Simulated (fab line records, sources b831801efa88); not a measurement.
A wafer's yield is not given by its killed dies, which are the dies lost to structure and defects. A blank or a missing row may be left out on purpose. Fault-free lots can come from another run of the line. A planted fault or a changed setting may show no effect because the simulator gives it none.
Matching of chambers | flow sky130 | 4 sister chambers for SKY_VIA2_CMP_02 on cmp-02
The step polishes SiO2. 33 wafers are shown with their chamber, then 12 later ones without.

## WAFERS PAIRED WITH THEIR CHAMBERS
wafer  | chamber | motor current A (A)
L074.1 | 1       | 13.0
L074.2 | 2       | 14.5
L074.3 | 3       | 13.1
L074.4 | 0       | 11.6
L074.5 | 3       | 13.3
L074.6 | 2       | 14.5
L075.2 | 0       | 11.8
L075.3 | 3       | 12.6
L075.4 | 2       | 14.5
L078.2 | 2       | 15.5
L078.3 | 1       | 13.3
L078.4 | 3       | 13.0
L082.3 | 2       | 14.3
L082.4 | 0       | 11.4
L082.5 | 2       | 14.7
L083.3 | 3       | 13.4
L083.4 | 1       | 13.1
L083.6 | 3       | 12.9
L087.2 | 3       | 13.1
L087.3 | 1       | 12.9
L087.5 | 1       | 12.7
L091.1 | 3       | 13.4
L091.2 | 0       | 10.9
L091.6 | 3       | 13.8
L093.2 | 0       | 11.2
L093.3 | 3       | 13.3
L093.4 | 2       | 15.3
L094.1 | 0       | 11.4
L094.3 | 1       | 13.8
L094.6 | 0       | 10.7
L096.1 | 0       | 11.5
L096.4 | 2       | 15.1
L096.5 | 0       | 11.6

SIGNATURES (averages over the wafers above)
reading         | chamber 0 | chamber 1 | chamber 2 | chamber 3 | scatter within a chamber
motor current A | 11.344    | 13.133    | 14.800    | 13.190    | 0.374
Rule: a wafer's distance from a chamber is the root of the sum, over the readings, of the square of ((its reading less the chamber's mean) divided by the reading's scatter). If the next closest chamber is less than 2 further off than the closest, the wafer can't be placed; otherwise it belongs to the closest. The scatter is the square root of a quotient: the sum, over the shown wafers, of each reading's squared deviation from its chamber's mean, divided by wafers minus chambers.

## WAFERS WITH NO CHAMBER GIVEN
wafer  | motor current A (A)
L096.2 | 12.8
L096.3 | 13.7
L096.6 | 12.6
L095.2 | 12.4
L095.3 | 13.4
L095.4 | 10.8
L095.1 | 14.9
L095.5 | 13.5
L095.6 | 11.6
L097.1 | 15.2
L097.2 | 13.2
L097.5 | 11.5

## EACH ONE'S CHAMBER
wafer  | from the rows above          | in truth
L096.2 | can't be placed: 1 or 3      | 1
L096.3 | can't be placed: 3 or 1 or 2 | 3
L096.6 | can't be placed: 1 or 3 or 0 | 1
L095.2 | can't be placed: 1 or 3 or 0 | 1
L095.3 | can't be placed: 3 or 1      | 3
L095.4 | 0                            | 0
L095.1 | 2                            | 2
L095.5 | can't be placed: 3 or 1      | 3
L095.6 | 0                            | 0
L097.1 | 2                            | 2
L097.2 | can't be placed: 3 or 1      | 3
L097.5 | 0                            | 0
Correctly placed: 5 of 12. From these rows, 7 cannot be placed; in 7 the true chamber is one of the candidates. Wrongly placed: 0.
